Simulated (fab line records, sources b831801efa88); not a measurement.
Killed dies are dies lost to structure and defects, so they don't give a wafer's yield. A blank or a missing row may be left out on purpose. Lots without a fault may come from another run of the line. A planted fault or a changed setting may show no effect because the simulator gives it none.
A struck lot beside a sound one | flow sky130 | 20 steps out of a route of 708
Sound: wafers L327.1, L327.5, L327.6. Struck: wafers L319.1, L319.2, L319.3. The cause comes at the end.
At each step with rows: each side's tool, then ch and its chambers, then its first start. Under that, the readings that differ: sound wafers | struck wafers | difference of the means | sigmas: that difference in standard deviations of wafers without a fault.
alike: readings whose means differ by less than 2 such deviations, and words and numbers that are the same on both sides. not compared: withheld readings, readings that some wafer has no value for, bounds like >300 that may hide the same value, and numbers for which the record gives no deviation and whose values overlap.
The two part at a step that has a row with sigmas, a row that says differs or no value, or rows on one side only. Numbers that don't overlap but have no deviation are shown without sigmas and don't part them. A reading that every wafer of one side lacks parts them only if that side has two wafers or more.

first, 1 step without rows for these wafers: SKY_POLY_GATE_CVD_03 (deposits Si3N4 from DCS/NH3, target thk 75 nm, time 1290 s).
SKY_POLY_GATE_THK_MEAS_04:
  sound on film_metro-04, day 19 09:58; struck on film_metro-01, day 16 12:06
  reading                   | sound          | struck         | difference | sigmas
  POLY_GATE_CVD_03_THK (nm) | 73.8 74.2 74.5 | 76.4 75.5 76.1 | +1.8       | +3
then, 8 steps without rows for these wafers: SKY_POLY_GATE_DEHYDRATE_05 (time 60 s); SKY_POLY_GATE_HMDS_06 (prime time 60 s); SKY_POLY_GATE_COAT_07 (resist thk 110 nm); SKY_POLY_GATE_COAT_08 (resist thk 450 nm); SKY_POLY_GATE_SOFTBAKE_09 (time 90 s); SKY_POLY_GATE_EXPOSE_10 (exposes mask P1M, target cd 150 nm); SKY_POLY_GATE_PEB_11; SKY_POLY_GATE_DEVELOP_12 (develop time 60 s).
SKY_POLY_GATE_CD_MEAS_13: target cd 150 nm.
  sound on cd_sem-02, day 20 17:52; struck on cd_sem-01, day 17 17:13
  reading    | sound             | struck            | difference | sigmas
  cd_nm (nm) | 150.5 150.6 151.1 | 154.9 153.7 153.2 | +3.2       | +2
SKY_POLY_GATE_OVL_MEAS_14:
  sound on overlay-01, day 20 17:59; struck on overlay-02, day 17 17:20
  alike: POLY_GATE_OVL
SKY_POLY_GATE_ETCH_15: etches BARC in N2/H2, stops on SiO2, time 118.5 s, target depth 110 nm.
  sound on rie_diel-04 ch 0,2,3, day 20 18:01; struck on rie_diel-04 ch 0,1,3, day 17 17:22
  no value came back on the struck wafers for any of 6 readings (bias_w (W), chamber_pressure_mTorr (mTorr) and others); on the sound wafers bias_w (W) reads 100.4 99.7 99.7
  reading                                          | sound             | struck            | difference | sigmas
  model.KrF-thick_of_POLY_GATE_COAT_08.thk_nm (nm) | 345.5 343.6 344.5 | 435.6 435.6 435.1 | +90.9      |
  not compared: rf_hours_counter_h
SKY_POLY_GATE_ETCH_16: etches Si3N4 in CH3F/O2, stops on poly-Si, time 147.5 s, target depth 75 nm.
  sound on rie_diel-04 ch 0,2,3, day 20 18:06; struck on rie_diel-04 ch 0,1,3, day 17 17:27
  reading                | sound                | struck               | difference | sigmas
  oes_product_au (a.u.)  | 0.633 0.634 0.637    | 0.376 0.375 0.372    | -0.260     | -50
  throttle_valve_pct (%) | 10.538 10.539 10.552 | 10.499 10.491 10.504 | -0.045     | -5
  alike: O2_flow_sccm, bias_w, ch3f_flow_sccm, drypump_motor_current_A
  not compared: rf_hours_counter_h
SKY_POLY_GATE_ETCH_17: etches poly-Si in HBr/Cl2, stops on SiO2, target depth 180 nm, time 70.5 s.
  sound on rie_si-02 ch 0,1, day 20 18:11; struck on rie_si-01 ch 1,2,3, day 17 17:33
  reading                                          | sound                | struck               | difference | sigmas
  oes_product_au (a.u.)                            | 0.995 0.993 0.998    | 0.271 0.272 0.274    | -0.723     | -99 or more
  throttle_valve_pct (%)                           | 33.682 33.667 33.680 | 33.696 33.703 33.697 | +0.022     | +2
  model.KrF-thick_of_POLY_GATE_COAT_08.thk_nm (nm) | 141.4 139.4 138.6    | 232.6 230.7 231.9    | +91.9      |
  alike: HBr_flow_sccm, bias_w, drypump_motor_current_A, mfc_cl2_sccm
  not compared: rf_hours_counter_h
SKY_POLY_GATE_STRIP_18: strips in O2/N2.
  sound on plasma_asher-03 ch 0,1, day 20 18:15; struck on plasma_asher-01 ch 0,1, day 17 17:36
  reading                      | sound             | struck            | difference | sigmas
  oes_product_au (a.u.)        | 0.360 0.359 0.356 | 0.403 0.399 0.400 | +0.042     | +9
  strip_time_to_endpoint_s (s) | 3.18 3.15 3.14    | 4.14 4.13 4.15    | +0.98      | +27
  alike: drypump_motor_current_A
  not compared: rf_hours_counter_h
then, 2 steps without rows for these wafers: SKY_POLY_GATE_CLEAN_19 (cleans in SC1/SC2, time 150 s); SKY_POLY_GATE_OXIDATION_20 (stabilise 600 s, purge 300 s, target thk 4 nm).
SKY_POLY_GATE_CD_MEAS_22:
  sound on cd_sem-02, day 20 20:02; struck on cd_sem-01, day 17 19:04
  reading    | sound             | struck | difference                    | sigmas
  cd_nm (nm) | 148.5 149.7 151.8 | - - -  | no value on the struck wafers |
then, 1 step without rows for these wafers: SKY_LDD_N_DEHYDRATE_00 (time 60 s).

WHERE THEY PART
First at SKY_POLY_GATE_THK_MEAS_04; last, within this record, at SKY_POLY_GATE_CD_MEAS_22.

WHY: what the simulator had put in
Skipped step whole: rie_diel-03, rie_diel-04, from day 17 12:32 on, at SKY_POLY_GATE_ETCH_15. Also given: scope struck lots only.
